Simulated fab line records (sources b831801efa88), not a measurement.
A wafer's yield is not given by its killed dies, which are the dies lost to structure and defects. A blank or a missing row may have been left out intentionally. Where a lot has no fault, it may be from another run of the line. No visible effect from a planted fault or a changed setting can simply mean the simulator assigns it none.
fab line records	flow sky130
record: lots: 12	wafers: 36	last_day: 50
route steps=708 shown CONTACT@406 VIA1@482 METAL2@484 PAD_OPEN@708
lots untouched by any fault: they come from a run of this same line in which no faults occurred
start_h: start of the lot's first displayed wafer, in hours after the record's first day	wait_h: hours since the lot's step before	" the same as in the row above	L1.1+2: a single row standing in for several wafers	- value missing, or start not given	* or withheld: withheld	< > ~ a bound
route shown NAME@n: NAME is a module with steps in the file, n the number in the route of the first one	usual: mean/standard deviation of fault-free wafers	same: alike in all rows	chamber/n: place in a boat	sites: the reading at each site	_std_site: standard deviation of those values	_edge_site: outer sites' mean less inner sites'	radius_mm: for every site, how far away it sits from the centre of the wafer	mask NAME#n: copy n	behind: tool/chamber where the wafer was last shaped	hold: why the lot went on hold/how many hours it stayed there/how the hold came to an end	device: the n, p or np transistor that did not switch	end of line: tests of these same wafers at the route's end	a step without rows: its recipe alone	killed: not the wafer's yield, but the dies lost to structure and defects at the first sort	map: shows each die of a wafer: x if killed, . if not, _ if none is there
set.NAME: the setting the step ran with; set.NAME@STEP: the setting that earlier step ran with	model.NAME: the simulator's own value behind a step, which no gauge read
steps of the route over a sample of lots; a table a step, a row a wafer
services: from which hour (start_h, from the record's first day; less than 0 if before it) a tool's chamber was out of use, for how many hours, and why
== steps ==
step: SKY_CONTACT_CVD_00
recipe: material: Si3N4	target_thk_nm: 75	temp_c: 400	time_s: withheld	rf_w: 450
usual: heater_power_w: 705/82
lot.wafer	tool	chamber	start_h	wait_h	heater_power_w
L871.2	pecvd-01	1	703.57	0.0	788
L871.4	"	1	"	"	771
L871.5	"	0	"	"	571
L873.3	pecvd-02	2	727.18	0.0	640
L873.4	"	1	"	"	660
L873.5	"	0	"	"	802
L876.2	pecvd-02	2	760.48	0.0	625
L876.4	"	1	"	"	691
L876.6	"	2	"	"	659
L877.1	pecvd-04	0	769.13	0.0	748
L877.5	"	0	"	"	768
L877.6	"	1	"	"	597
L878.1	pecvd-01	0	769.80	0.0	663
L878.2	"	1	"	"	712
L878.5	"	1	"	"	731
L880.4	pecvd-02	2	785.58	0.0	775
L880.5	"	2	"	"	750
L880.6	"	1	"	"	653
L882.2	pecvd-02	2	802.34	0.0	724
L882.3	"	1	"	"	617
L882.6	"	0	"	"	810
L890.1	pecvd-02	1	856.30	0.0	546
L890.3	"	0	"	"	752
L890.5	"	1	"	"	566
L891.1	pecvd-04	2	863.84	0.0	688
L891.4	"	0	"	"	833
L891.6	"	1	"	"	664
L892.2	pecvd-01	2	873.50	0.0	703
L892.3	"	1	"	"	758
L892.6	"	1	"	"	780
L893.1	pecvd-04	0	876.75	0.0	841
L893.2	"	1	"	"	556
L893.3	"	2	"	"	650
L894.4	pecvd-04	2	882.92	0.0	650
L894.5	"	0	"	"	723
L894.6	"	1	"	"	673
step: SKY_VIA1_CMP_24
recipe: stop_on: SiO2	t_overpolish_s: 15	down_force_psi: 3.5	platen_rpm: 60	target_thk_nm: 0	pad_velocity_m_s: 0.94248
usual: motor_current_A: 10.3/1	overpolish_run_s: 14.999/0.0082	t_overpolish_s: 15/0	time_to_endpoint_s: 65/4.4
lot.wafer	tool	chamber	start_h	wait_h	motor_current_A	overpolish_run_s	t_overpolish_s	time_to_endpoint_s
L871.2	cmp-02	3	790.77	0.0	8.9	14.995	15	70
L871.4	"	2	"	"	9.7	14.994	15	63
L871.5	"	0	"	"	12.1	14.998	15	62
L873.3	cmp-02	2	812.43	0.0	10.0	15.000	15	63
L873.4	"	0	"	"	11.5	14.986	15	63
L873.5	"	2	"	"	9.5	14.998	15	65
L876.2	cmp-01	1	846.13	0.2	9.8	14.994	15	67
L876.4	"	2	"	"	10.0	15.006	15	69
L876.6	"	1	"	"	10.6	14.999	15	64
L877.1	cmp-02	1	853.67	0.2	12.2	14.999	15	68
L877.5	"	2	"	"	9.8	14.996	15	68
L877.6	"	3	"	"	9.0	14.989	15	69
L878.1	cmp-02	3	853.87	0.3	8.4	14.999	15	72
L878.2	"	1	"	"	12.4	15.002	15	69
L878.5	"	2	"	"	9.6	15.000	15	66
L880.4	cmp-02	0	868.70	0.0	11.2	18.125	18.123	66
L880.5	"	0	"	"	11.9	18.125	18.123	66
L880.6	"	1	"	"	11.6	14.988	15	70
L882.2	cmp-01	1	885.77	0.1	10.4	15.007	15	67
L882.3	"	2	"	"	9.9	14.998	15	72
L882.6	"	0	"	"	10.3	15.006	15	66
L890.1	cmp-01	0	937.00	0.1	10.2	15.017	15	62
L890.3	"	1	"	"	10.1	14.992	15	61
L890.5	"	0	"	"	10.6	14.996	15	62
L891.1	cmp-02	0	944.74	0.1	11.9	15.002	15	61
L891.4	"	3	"	"	8.6	15.001	15	67
L891.6	"	1	"	"	12.4	14.995	15	67
L892.3	cmp-02	3	953.76	0.0	9.0	15.007	15	69
L892.2	"	1	"	"	12.3	14.993	15	70
L892.6	"	0	"	"	12.1	15.005	15	65
L893.2	cmp-01	2	956.26	0.0	9.7	14.987	15	61
L893.3	"	3	"	"	10.0	14.990	15	54
L893.1	"	1	"	"	10.1	15.006	15	57
L894.4	cmp-01	0	962.25	0.1	10.2	15.011	15	61
L894.5	"	3	"	"	10.3	15.000	15	53
L894.6	"	0	"	"	10.0	14.998	15	62
step: SKY_METAL2_SPUTTER_01
recipe: material: TiN	target_thk_nm: 20	power_w: 6500	time_s: 16.7	chamber_pressure_pa: 0.4
usual: throttle_valve_pct: 29.6/0.82
lot.wafer	tool	chamber	start_h	wait_h	throttle_valve_pct
L871.2	pvd_sputter-02	-	791.09	0.0	30.3
L871.4	"	-	"	"	29.1
L871.5	"	-	"	"	30.4
L873.3	pvd_sputter-01	-	812.77	0.0	30.0
L873.4	"	-	"	"	28.1
L873.5	"	-	"	"	29.1
L876.2	pvd_sputter-02	-	846.46	0.0	30.4
L876.4	"	-	"	"	28.5
L876.6	"	-	"	"	28.8
L877.1	pvd_sputter-02	-	853.85	0.0	28.9
L877.5	"	-	"	"	29.8
L877.6	"	-	"	"	29.0
L878.1	pvd_sputter-04	-	854.15	0.0	29.6
L878.2	"	-	"	"	31.8
L878.5	"	-	"	"	29.8
L880.4	pvd_sputter-04	-	869.02	0.0	29.7
L880.5	"	-	"	"	29.9
L880.6	"	-	"	"	29.8
L882.2	pvd_sputter-01	-	886.04	0.0	29.0
L882.3	"	-	"	"	30.4
L882.6	"	-	"	"	28.3
L890.1	pvd_sputter-01	-	937.27	0.0	29.0
L890.3	"	-	"	"	30.6
L890.5	"	-	"	"	28.0
L891.1	pvd_sputter-01	-	945.06	0.0	28.1
L891.4	"	-	"	"	30.1
L891.6	"	-	"	"	30.5
L892.2	pvd_sputter-04	-	954.08	0.0	29.7
L892.3	"	-	"	"	29.7
L892.6	"	-	"	"	29.5
L893.1	pvd_sputter-04	-	956.58	0.0	29.7
L893.2	"	-	"	"	31.8
L893.3	"	-	"	"	29.5
L894.4	pvd_sputter-02	-	962.52	0.0	28.8
L894.5	"	-	"	"	30.3
L894.6	"	-	"	"	29.7
step: SKY_METAL2_OVL_MEAS_16
usual: METAL2_OVL: 1/5.7
lot.wafer	tool	chamber	start_h	wait_h	METAL2_OVL[nm]
L871.2	overlay-02	-	818.28	0.1	5
L871.4	"	-	"	"	4
L871.5	"	-	"	"	10
L873.3	overlay-02	-	839.41	0.1	-2
L873.4	"	-	"	"	-1
L873.5	"	-	"	"	0
L876.2	overlay-02	-	873.28	0.1	18
L876.4	"	-	"	"	17
L876.6	"	-	"	"	17
L877.1	overlay-01	-	880.22	0.1	3
L877.5	"	-	"	"	-2
L877.6	"	-	"	"	7
L878.1	overlay-01	-	880.43	0.1	-5
L878.2	"	-	"	"	-4
L878.5	"	-	"	"	-2
L880.4	overlay-02	-	894.92	0.1	-5
L880.5	"	-	"	"	-2
L880.6	"	-	"	"	1
L882.2	overlay-02	-	911.98	0.1	5
L882.3	"	-	"	"	3
L882.6	"	-	"	"	9
L890.1	overlay-02	-	962.57	0.1	2
L890.3	"	-	"	"	9
L890.5	"	-	"	"	8
L891.1	overlay-01	-	970.47	0.1	8
L891.4	"	-	"	"	10
L891.6	"	-	"	"	3
L892.2	overlay-02	-	979.23	0.1	-2
L892.3	"	-	"	"	0
L892.6	"	-	"	"	-4
L893.1	overlay-02	-	982.07	0.1	-9
L893.2	"	-	"	"	-6
L893.3	"	-	"	"	-11
L894.4	overlay-01	-	987.17	0.1	4
L894.5	"	-	"	"	6
L894.6	"	-	"	"	3
step: SKY_PAD_OPEN_PROBE_99
usual: defect_limited_yield: 82.6/2.2	killed_at_M0_to_M3: 43/7.9	killed_at_M4_up: 2.9/1.8	killed_at_contacts: 24/5.5	killed_at_front_end: 15/4.2	killed_at_other: 0.2/0.46	killed_dies: 86/11	killed_open: 47/8.1	killed_short: 39/6.4	sort_bin_3_pad_short: 0.9/0.44	sort_bin_5_function: 10.3/1.4	sort_bin_6_memory: 6.3/1.3	sort_n_pass: 406/11	sort_yield_pct: 82.6/2.2
same: gross_dies: 492	killed_at_back_side: 0	sort_bin_4_leakage[%]: 0	sort_bin_8_speed[%]: 0
lot.wafer	tool	chamber	start_h	wait_h	defect_limited_yield[%]	killed_at_M0_to_M3	killed_at_M4_up	killed_at_contacts	killed_at_front_end	killed_at_other	killed_dies	killed_open	killed_short	sort_bin_3_pad_short[%]	sort_bin_5_function[%]	sort_bin_6_memory[%]	sort_n_pass	sort_yield_pct[%]
L871.2	prober-01	-	1078.05	0.1	86.8	28	4	22	11	0	65	36	29	0.2	7.1	5.9	427	86.8
L871.4	prober-01	-	1078.15	0.2	79.9	48	3	30	18	0	99	56	43	0.8	11.0	8.3	393	79.9
L871.5	prober-01	-	1078.20	0.2	82.7	44	6	24	11	0	85	41	44	1.0	10.6	5.7	407	82.7
L873.3	prober-01	-	1092.94	0.2	80.1	41	3	35	19	0	98	51	47	0.6	12.4	6.9	394	80.1
L873.4	prober-01	-	1092.99	0.2	81.5	48	2	20	21	0	91	54	37	1.4	11.2	5.9	401	81.5
L873.5	prober-01	-	1093.04	0.2	83.9	31	3	31	14	0	79	41	38	1.0	10.4	4.7	413	83.9
L876.2	prober-02	-	1118.31	0.1	85.0	39	0	24	11	0	74	40	34	0.6	9.6	4.9	418	85.0
L876.4	prober-02	-	1118.41	0.2	81.7	43	0	26	20	1	90	49	41	0.6	9.6	8.1	402	81.7
L876.6	prober-02	-	1118.51	0.2	79.3	47	1	30	24	0	102	69	33	0.6	11.8	8.3	390	79.3
L890.1	prober-02	-	1185.08	0.1	79.7	54	2	25	19	0	100	46	54	1.8	10.6	7.9	392	79.7
L890.3	prober-02	-	1185.18	0.2	82.5	34	6	23	23	0	86	37	49	0.6	11.4	5.5	406	82.5
L890.5	prober-02	-	1185.28	0.2	83.9	43	1	21	14	0	79	44	35	0.4	8.9	6.7	413	83.9
L891.1	prober-01	-	1189.01	0.1	80.5	44	3	31	18	0	96	51	45	1.4	11.4	6.7	396	80.5
L891.4	prober-01	-	1189.16	0.2	82.3	48	4	21	14	0	87	38	49	1.6	10.0	6.1	405	82.3
L891.6	prober-01	-	1189.26	0.2	78.3	67	2	27	11	0	107	61	46	1.0	12.4	8.3	385	78.3
killed by level:class
L871.2 CONTACT:geometric_particle:open=9 VIA1:geometric_particle:open=7 CONTACT:geometric_particle:short=5 LI_CONTACT:geometric_particle:open=4 METAL1:geometric_particle:open=4 VIA1:geometric_particle:short=4 METAL4:geometric_particle:short=4 VIA2:geometric_particle:short=3
L871.4 VIA1:geometric_particle:open=14 CONTACT:geometric_particle:open=12 LI_CONTACT:geometric_particle:open=7 VIA3:geometric_particle:open=7 POLY_GATE:geometric_particle:open=6 LI_CONTACT:geometric_particle:short=5 VIA2:geometric_particle:open=5 VIA1:geometric_particle:short=5
L871.5 VIA1:geometric_particle:open=11 METAL2:geometric_particle:short=8 METAL1:geometric_particle:short=8 CONTACT:geometric_particle:open=7 VIA2:geometric_particle:open=7 LI_CONTACT:geometric_particle:open=5 CONTACT:geometric_particle:short=5 METAL4:geometric_particle:short=5
L873.3 VIA1:geometric_particle:open=18 CONTACT:geometric_particle:open=10 CONTACT:geometric_particle:short=9 POLY_GATE:geometric_particle:short=7 METAL1:geometric_particle:short=7 LOCAL_INTERCONNECT:geometric_particle:short=6 FIELD_ISO:geometric_particle:short=5 LI_CONTACT:geometric_particle:open=5
L873.4 VIA1:geometric_particle:open=15 CONTACT:geometric_particle:open=8 VIA2:geometric_particle:open=6 FIELD_ISO:geometric_particle:open=5 METAL1:geometric_particle:short=5 VIA3:geometric_particle:open=5 FIELD_ISO:geometric_particle:short=4 LI_CONTACT:geometric_particle:open=4
L873.5 CONTACT:geometric_particle:open=9 VIA3:geometric_particle:open=8 LI_CONTACT:geometric_particle:open=7 VIA1:geometric_particle:open=6 CONTACT:geometric_particle:short=5 POLY_GATE:geometric_particle:short=5 LI_CONTACT:geometric_particle:short=4 LOCAL_INTERCONNECT:geometric_particle:short=4
L876.2 VIA1:geometric_particle:open=8 LI_CONTACT:geometric_particle:open=7 CONTACT:geometric_particle:open=6 VIA3:geometric_particle:open=6 LOCAL_INTERCONNECT:geometric_particle:short=5 METAL1:geometric_particle:short=5 VIA1:geometric_particle:short=4 METAL2:geometric_particle:short=4
L876.4 VIA1:geometric_particle:open=10 CONTACT:geometric_particle:open=8 LI_CONTACT:geometric_particle:open=8 METAL2:geometric_particle:short=8 POLY_GATE:geometric_particle:open=6 FIELD_ISO:geometric_particle:open=5 VIA1:geometric_particle:short=5 CONTACT:geometric_particle:short=5
L876.6 CONTACT:geometric_particle:open=15 VIA1:geometric_particle:open=12 POLY_GATE:geometric_particle:open=11 VIA1:geometric_particle:short=6 LI_CONTACT:geometric_particle:open=6 VIA2:geometric_particle:open=6 VIA3:geometric_particle:open=5 FIELD_ISO:geometric_particle:open=4
L890.1 VIA1:geometric_particle:open=15 LOCAL_INTERCONNECT:geometric_particle:short=7 CONTACT:geometric_particle:open=7 METAL3:geometric_particle:short=7 FIELD_ISO:geometric_particle:open=6 VIA1:geometric_particle:short=6 CONTACT:geometric_particle:short=5 METAL2:geometric_particle:short=5
L890.3 POLY_GATE:geometric_particle:short=8 VIA1:geometric_particle:open=8 METAL2:geometric_particle:short=8 FIELD_ISO:geometric_particle:short=7 LI_CONTACT:geometric_particle:open=7 CONTACT:geometric_particle:open=7 VIA1:geometric_particle:short=4 METAL1:geometric_particle:short=4
L890.5 CONTACT:geometric_particle:open=9 METAL3:geometric_particle:short=7 METAL2:geometric_particle:short=7 FIELD_ISO:geometric_particle:open=6 VIA1:geometric_particle:short=6 VIA1:geometric_particle:open=6 VIA3:geometric_particle:open=6 LI_CONTACT:geometric_particle:open=4
L891.1 CONTACT:geometric_particle:open=14 METAL1:geometric_particle:short=8 VIA2:geometric_particle:open=8 CONTACT:geometric_particle:short=7 VIA1:geometric_particle:open=6 FIELD_ISO:geometric_particle:short=5 LI_CONTACT:geometric_particle:open=5 POLY_GATE:geometric_particle:short=4
L891.4 METAL1:geometric_particle:short=9 VIA2:geometric_particle:open=7 VIA1:geometric_particle:open=7 LI_CONTACT:geometric_particle:open=6 CONTACT:geometric_particle:open=6 METAL2:geometric_particle:short=6 FIELD_ISO:geometric_particle:short=4 FIELD_ISO:geometric_particle:open=4
L891.6 VIA2:geometric_particle:open=13 CONTACT:geometric_particle:open=12 VIA3:geometric_particle:open=12 METAL3:geometric_particle:short=9 METAL2:geometric_particle:short=7 LI_CONTACT:geometric_particle:open=6 VIA1:geometric_particle:open=6 VIA2:geometric_particle:short=5
== services ==
tool	chamber	start_h	hours	kind
cmp-01	-	681.61	1.5	repair
pecvd-02	-	683.05	1.4	repair
cmp-02	-	684.07	3.2	pm
pecvd-01	-	685.54	6.0	pm
pecvd-04	-	719.64	0.2	repair
pecvd-02	-	738.85	6.0	pm
cmp-01	-	744.00	4.0	pm
pvd_sputter-01	-	747.25	1.6	repair
pvd_sputter-02	-	747.59	4.1	repair
cmp-01	-	750.27	3.1	repair
pecvd-01	-	779.58	0.6	repair
cmp-01	-	784.90	1.9	repair
pvd_sputter-04	-	793.10	5.7	repair
pecvd-04	-	801.44	2.8	pm
cmp-01	-	826.16	7.2	pm
pvd_sputter-01	-	836.52	16.7	repair
pvd_sputter-04	-	857.26	1.2	repair
pvd_sputter-02	-	860.26	2.4	repair
cmp-02	-	897.99	7.2	pm
pecvd-04	-	902.64	0.4	repair
cmp-02	-	912.15	2.3	repair
cmp-02	-	914.48	4.0	pm
pecvd-04	-	920.21	2.1	repair
cmp-01	-	928.09	1.7	repair
== key ==
first_sign: step: SKY_VIA1_CMP_24	reading: t_overpolish_s	direction: up	sigmas: 99+	usual: 15	struck: 18.123
effect: step: SKY_VIA1_CMP_24	reading: overpolish_run_s	direction: up	sigmas: 99+	usual: 14.999	struck: 18.125
met_at SKY_VIA1_CMP_24
struck_lots L880
struck_wafers L880.4,L880.5
not_acting_at SKY_CONTACT_CVD_00,SKY_METAL2_SPUTTER_01,SKY_METAL2_OVL_MEAS_16
onset_between 812.43 868.70
fault: kind: process_parameter_drift	tool: cmp-02	chamber: 0	onset_h: 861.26	steps: SKY_VIA1_CMP_24	channel: t_overpolish_s	offset: 3.123	shape: step	end_h: 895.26	acts_in: these_recipes_only	stated: 15
